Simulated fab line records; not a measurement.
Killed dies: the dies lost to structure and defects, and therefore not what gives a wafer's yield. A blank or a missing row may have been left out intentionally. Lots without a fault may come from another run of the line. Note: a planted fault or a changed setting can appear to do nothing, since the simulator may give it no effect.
The tool behind it: which one? -- flow sky130 -- 12 lots, 36 wafers sampled, at 6 steps of a route of 708

WHAT THE GAUGES SHOWED, per wafer
SKY_RES_XHIGH_TW_MEAS_09. Usual: RES_XHIGH_TW 1635, standard deviation 15.
lot,measured,on,RES_XHIGH_TW,flag
L455,day 27 10:37,filmMetro-02,1651 1654 1649,
L456,day 27 18:02,filmMetro-01,1631 1655 1637,
L457,day 28 10:01,filmMetro-03,1613 1621 1619,
L458,day 28 12:16,filmMetro-01,1642 1647 1635,
L460,day 29 04:54,filmMetro-01,1551 1557 1551,OFF
L461,day 29 17:57,filmMetro-01,1554 1553 1552,OFF
L468,day 31 20:21,filmMetro-01,1638 1639 1632,
L470,day 32 09:46,filmMetro-01,1649 1644 1653,
L472,day 33 03:58,filmMetro-03,1612 1618 1612,
L474,day 33 10:08,filmMetro-03,1611 1611 1613,
L476,day 34 10:43,filmMetro-01,1635 1638 1637,
L477,day 34 23:13,filmMetro-02,1643 1643 1641,

SKY_SD_N_RS_MEAS_18: measures by four-point-probe. Usual: RES_XHIGH_RS 333.5 ohm/sq, standard deviation 1.4.
lot,measured,on,RES_XHIGH_RS (ohm/sq),flag
L455,day 28 16:31,filmMetro-03,331.7 334.4 332.8,
L456,day 28 23:34,filmMetro-02,333.9 331.1 332.7,
L457,day 29 15:38,filmMetro-03,332.6 333.1 333.0,
L458,day 29 18:16,filmMetro-02,334.1 334.4 334.3,
L460,day 30 09:26,filmMetro-02,390.9 388.5 387.8,OFF
L461,day 30 22:40,filmMetro-02,388.6 387.7 386.9,OFF
L468,day 32 23:32,filmMetro-01,333.8 334.6 334.0,
L470,day 33 12:50,filmMetro-02,331.0 332.2 330.6,
L472,day 34 06:59,filmMetro-02,333.0 334.2 333.2,
L474,day 34 13:11,filmMetro-01,335.8 335.0 333.6,
L476,day 35 14:17,filmMetro-01,334.3 334.2 333.7,
L477,day 36 02:58,filmMetro-03,332.6 331.7 331.9,

SKY_LOCAL_INTERCONNECT_THK_MEAS_02: measures by xrf. Usual: LOCAL_INTERCONNECT_TIN_THK 99.0 nm, standard deviation 0.98.
lot,measured,on,LOCAL_INTERCONNECT_TIN_THK (nm),flag
L455,day 29 23:08,filmMetro-03,99.5 98.4 98.6,
L456,day 30 05:49,filmMetro-04,98.4 98.5 98.8,
L457,day 30 21:47,filmMetro-01,99.2 97.7 99.3,
L458,day 31 00:40,filmMetro-01,98.6 98.7 98.5,
L460,day 31 15:11,filmMetro-01,97.4 98.3 98.0,
L461,day 32 05:22,filmMetro-03,99.3 99.3 99.4,
L468,day 34 04:23,filmMetro-01,98.4 98.4 98.7,
L470,day 34 17:32,filmMetro-01,100.6 99.3 101.5,
L472,day 35 11:40,filmMetro-03,99.3 99.5 99.5,
L474,day 35 17:26,filmMetro-03,99.7 99.5 99.9,
L476,day 36 18:32,filmMetro-01,98.7 98.6 98.4,
L477,day 37 07:14,filmMetro-03,100.0 99.6 101.0,

SKY_METAL1_OVL_MEAS_16. Usual: METAL1_OVL 1 nm, standard deviation 6.
lot,measured,on,METAL1_OVL (nm),flag
L455,day 33 12:50,overlay-02,-1 6 2,
L456,day 33 17:23,overlay-01,-3 -6 -7,
L457,day 34 07:37,overlay-02,3 1 0,
L458,day 34 12:31,overlay-01,-5 -6 -6,
L460,day 35 02:53,overlay-01,-2 0 -1,
L461,day 35 15:37,overlay-02,0 -6 3,
L468,day 37 15:07,overlay-01,-8 0 -3,
L470,day 38 04:27,overlay-02,6 6 1,
L472,day 38 21:13,overlay-01,-2 -5 -4,
L474,day 39 02:02,overlay-02,-6 -5 -3,
L476,day 40 02:03,overlay-02,5 2 1,
L477,day 40 13:39,overlay-01,-1 8 1,

WHAT TOOL EACH LOT RAN ON (gives the tool, then ch and the chambers of the sampled wafers, and finally the start)
lot,SKY_FIELD_ISO_ETCH_15,SKY_RES_XHIGH_IMPLANT_07
L455,"rieDiel-02 ch 0,2, day 2 10:22","implanter-01 ch 0, day 27 10:23"
L456,"rieDiel-02 ch 0,2, day 2 15:22","implanter-02 ch 0, day 27 17:47"
L457,"rieDiel-03 ch 0,1,2, day 2 20:17","implanter-01 ch 0, day 28 09:47"
L458,"rieDiel-04 ch 0,1, day 3 00:37","implanter-03 ch 0, day 28 12:01"
L460,"rieDiel-02 ch 0,1,3, day 3 14:31","implanter-02 ch 0, day 29 04:39"
L461,"rieDiel-02 ch 1,2,3, day 3 20:01","implanter-02 ch 0, day 29 17:41"
L468,"rieDiel-02 ch 0,1,3, day 5 05:46","implanter-01 ch 0, day 31 20:08"
L470,"rieDiel-02 ch 0,2,3, day 5 16:46","implanter-01 ch 0, day 32 09:31"
L472,"rieDiel-04 ch 0,2,3, day 6 05:29","implanter-02 ch 0, day 33 03:43"
L474,"rieDiel-04 ch 0,2,3, day 6 12:38","implanter-01 ch 0, day 33 09:55"
L476,"rieDiel-04 ch 2,3, day 7 05:13","implanter-03 ch 0, day 34 10:28"
L477,"rieDiel-03 ch 1,2, day 7 11:13","implanter-02 ch 0, day 34 22:58"
- SKY_FIELD_ISO_ETCH_15: etches the open film in CHF3/O2, stops on Si, target depth 180 nm, time 72 s.
- SKY_RES_XHIGH_IMPLANT_07

WHAT THE TOOLS THEMSELVES READ (means of the sampled wafers that have a number; where no wafer has one, the mark that the record gives instead)
SKY_FIELD_ISO_ETCH_15. Usual: drypumpMotorCurrentA 5.92 A, standard deviation 0.24; oesProductAu 0.947 a.u., standard deviation 0.0066; throttleValvePct 8.845 %, standard deviation 0.0097.
lot,tool,drypumpMotorCurrentA (A),oesProductAu (a.u.),throttleValvePct (%),flag
L455,rieDiel-02,5.74,0.957,8.852,
L456,rieDiel-02,5.71,0.951,8.846,
L457,rieDiel-03,6.19,0.942,8.844,
L458,rieDiel-04,5.95,0.940,8.839,
L460,rieDiel-02,5.94,0.951,8.845,
L461,rieDiel-02,5.96,0.946,8.855,
L468,rieDiel-02,5.94,0.949,8.846,
L470,rieDiel-02,5.87,0.947,8.838,
L472,rieDiel-04,5.84,0.947,8.852,
L474,rieDiel-04,5.82,0.946,8.836,
L476,rieDiel-04,5.89,0.948,8.842,
L477,rieDiel-03,6.16,0.944,8.838,

SKY_RES_XHIGH_IMPLANT_07. Usual: doseIonsCm2 3.601e+14, standard deviation 3.7e+11; faradayCurrentUA 523, standard deviation 43.
lot,tool,doseIonsCm2,faradayCurrentUA,flag
L455,implanter-01,3.605e+14,448,
L456,implanter-02,3.594e+14,527,
L457,implanter-01,3.601e+14,460,
L458,implanter-03,3.598e+14,557,
L460,implanter-02,3.599e+14,635,
L461,implanter-02,3.604e+14,645,
L468,implanter-01,3.601e+14,449,
L470,implanter-01,3.603e+14,450,
L472,implanter-02,3.603e+14,536,
L474,implanter-01,3.597e+14,457,
L476,implanter-03,3.601e+14,559,
L477,implanter-02,3.599e+14,534,

THE ANSWER, worked out from the rows above alone
Rule: a lot is off if the mean of its wafers that have a number lies more than 3 standard deviations from the usual mean. A lot without any number at a reading at which 4 lots or more have one is off too. Any other lot the step has rows for is counted as sound. First the gauges in route order, then the tools' own readings, where a lot's mean is used as printed above. The first step at which some lot is off is used, and at that step the reading that is off furthest; a lot without a number counts as furthest.
Off: L460, L461, seen at SKY_RES_XHIGH_TW_MEAS_09 (RES_XHIGH_TW).
If a tool, at a process step before that reading, ran all the lots that are off and no sound lot after the first of them, it fits. The gauges at SKY_RES_XHIGH_TW_MEAS_09 aren't tried: what is off there is off at SKY_SD_N_RS_MEAS_18 too, on other tools, and a gauge's error can't cause that. None of those tried fits.

WHAT THE SIMULATOR PUT IN
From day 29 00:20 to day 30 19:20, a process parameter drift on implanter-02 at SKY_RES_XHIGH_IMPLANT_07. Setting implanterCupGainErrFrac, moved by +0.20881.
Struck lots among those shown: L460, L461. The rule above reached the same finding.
